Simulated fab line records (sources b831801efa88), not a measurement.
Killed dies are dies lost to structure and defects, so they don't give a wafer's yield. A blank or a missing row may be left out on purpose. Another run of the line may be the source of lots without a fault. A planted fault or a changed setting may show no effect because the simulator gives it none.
Code-filled problem report in 8D (eight disciplines) form    flow sky130    the parts of the form that need people (team, actions taken, sign-off) are left out

== 1. THE ISSUE ==
beamEnergyKeV at SKY_LDD_LDN_IMPLANT_11 reads a mean of 16.493 on 6 wafers of 2 lots; wafers without a fault read 14.998 with a standard deviation of 0.0042. So: +99 or more standard deviations from the usual mean.
First observed at day 28 00:28: wafer L563.2, on implanter-03. Wafers with a number at this step in the record: 18, from 6 lots. By rule, "out" or "out of limits" means more than 4 standard deviations away from the usual mean. Any other wafer with a number is counted as sound.

== 2. WHAT THIS IS AND IS NOT ==
question                     is                      is not
which readings at this step  beamEnergyKeV           doseIonsCm2, faradayCurrentUA
which lots                   L563, L565              L552, L556, L570, L572
which wafers of those lots   all that have a number  -
read on which tools          implanter-03            implanter-02, implanter-04
when                         from day 28 00:28       up to then (6 sound wafers); but 6 sound wafers of L570, L572 came after

== 3. WHAT RULES OUT EACH SUSPECT ==
Counting: a tool at any process step up to the reading remains a suspect when it ran all the lots that are out and ran no sound lot after the first of those.
- implanter-03 at SKY_LDD_LDN_IMPLANT_11: kept. It ran every lot that is out, first L563 (day 28 00:28), and no sound lot after that; its last sound lot up to then is L552 (day 23 13:34). Its own beamEnergyKeV readings are out on those wafers.
The count leaves implanter-03 at SKY_LDD_LDN_IMPLANT_11.

== 4. THE CAUSE (what the simulator had put in) ==
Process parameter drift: implanter-03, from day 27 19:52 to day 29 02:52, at SKY_LDD_LDN_IMPLANT_11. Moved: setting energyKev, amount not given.
Only this tool survived the counting.

== 5. THE CHAIN OF EFFECTS, in route order ==
One row per reading whose mean, taken over the struck wafers that have a number, lies over 3 standard deviations from the usual. Readings are gone through only where the record gives a usual standard deviation; hours: the median, over the lots, of the time from a lot's start at the first step in this table giving one to that lot's start at this step; sigmas: the change measured in usual standard deviations.
hours  step                    reading        usual   on struck wafers  change  sigmas
0      SKY_LDD_LDN_IMPLANT_11  beamEnergyKeV  14.998  16.493            +1.495  +99 or more
It contains these process steps:
- SKY_LDD_LDN_IMPLANT_11

== 6. HOW IT WOULD HAVE BEEN CAUGHT EARLIER ==
5 hours passed between the start of the fault at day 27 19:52 and the first reading out of limits in this record, taken at day 28 00:28.
